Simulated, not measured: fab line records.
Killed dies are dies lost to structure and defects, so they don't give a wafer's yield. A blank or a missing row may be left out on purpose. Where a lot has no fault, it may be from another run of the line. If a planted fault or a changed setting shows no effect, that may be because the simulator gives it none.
A lot that was struck, set against a sound lot -- flow gf180mcu -- 15 out of 602 route steps
Sound: these wafers, L868.3, L868.4, L868.5. The struck wafers were L879.2, L879.3, L879.5. The cause is named last.
Order at every step that has rows: each side's tool, ch and its chambers, its first start. Under that, the readings that differ: sound wafers -- struck wafers -- difference of the means -- sigmas: that difference in standard deviations of wafers without a fault.
alike: readings with means less than 2 such deviations apart, plus words and numbers identical on both sides. not compared: withheld readings, readings lacking a value on some wafer, bounds such as >300 that could conceal the same value, and numbers that have no deviation in the record and whose values overlap.
Wherever a step has rows on one side only, a row that says differs or no value, or a row with sigmas, the two part there. Numbers that have no deviation but don't overlap get no sigmas and don't part them. A reading that every wafer of one side lacks parts them only if that side has two wafers or more.

first, 3 steps without rows for these wafers: GF_M5_EXPOSE_04 (exposes mask Metal5, target cd 280 nm); GF_M5_PEB_05 (peb time 90 s); GF_M5_DEVELOP_06 (develop time 60 s).
GF_M5_CD_MEAS_07: the cd target is 280 nm.
  sound on cd-sem-01 at day 27 12:29; struck on cd-sem-02 at day 30 22:20
  alike: cd-nm
GF_M5_OVL_MEAS_08:
  sound on overlay-01 at day 27 12:35; struck on overlay-02 at day 30 22:27
  alike: M5_OVL
GF_M5_ETCH_09: etches Si3N4 in CF4/O2, target depth 52 nm, time 11.6 s.
  sound on rie-diel-02 ch 1,2,3, day 27 12:36; struck on rie-diel-04 ch 0,1,3, day 30 22:29
  alike: drypump-motor-current-A, oes-product-au, throttle-valve-pct
  not compared: rf-hours-counter-h
GF_M5_METAL_ETCH_10: etches the open film in Cl2/BCl3, stops on SiO2, target depth 750.8 nm, time 125.1 s.
  sound on rie-metal-02 ch 0,1, day 27 12:40; struck on rie-metal-03 ch 0,1, day 30 22:30
  alike: drypump-motor-current-A, oes-product-au, throttle-valve-pct
  not compared: rf-hours-counter-h
GF_M5_STRIP_11: strips in O2/N2.
  sound on plasma-asher-04 ch 0,1, day 27 12:47; struck on plasma-asher-04 ch 0,1, day 30 22:38
  alike: drypump-motor-current-A, heater-power-w, oes-product-au, strip-time-to-endpoint-s
  not compared: rf-hours-counter-h
then, 3 steps without rows for these wafers: GF_M5_STRIP_12 (strips in post etch residue remover, time 1200 s); GF_M5_CLEAN_13 (cleans in DIW); GF_V5_CVD_00 (deposits SiO2, target thk 300 nm, time 50 s).
GF_V5_THK_MEAS_01:
  sound on film-metro-04 at day 27 13:21; struck on film-metro-04 at day 30 23:13
  alike: V5_CVD_00_THK
GF_V5_CVD_02: deposits SiO2 from TEOS, target thk 1450 nm, time 163.28 s.
  sound on pecvd-01 ch 1,2, day 27 13:23; struck on pecvd-01 ch 0,1,2, day 30 23:16
reading,sound,struck,difference,sigmas
rf-fwd-power-W (W),596.8 593.8 598.6,499.6 500.6 505.8,-94.4,-43
model.SiO2_of_V5_CVD_02.thk-nm (nm),1435 1456 1447,1347 1376 1403,-71,
  alike: heater-power-w
GF_V5_THK_MEAS_03:
  sound on film-metro-01 at day 27 13:31; struck on film-metro-02 at day 30 23:23
reading,sound,struck,difference,sigmas
V5_CVD_02_THK (nm),1434 1455 1446,1347 1375 1403,-70,-3
GF_V5_CMP_04: polishes SiO2.
  sound on cmp-01 ch 0,1,2, day 27 13:37; struck on cmp-01 ch 0,2,3, day 30 23:29
  alike: motor-current-A, retaining-ring-pressure-frac

WHERE THEY PART
First at GF_V5_CVD_02; last, within this record, at GF_V5_THK_MEAS_03. Later steps at which nothing parts them and some readings are alike: GF_V5_CMP_04.

WHY: what the simulator had put in
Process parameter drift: pecvd-01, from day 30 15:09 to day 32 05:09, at GF_V5_CVD_02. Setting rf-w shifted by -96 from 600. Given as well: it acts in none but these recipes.
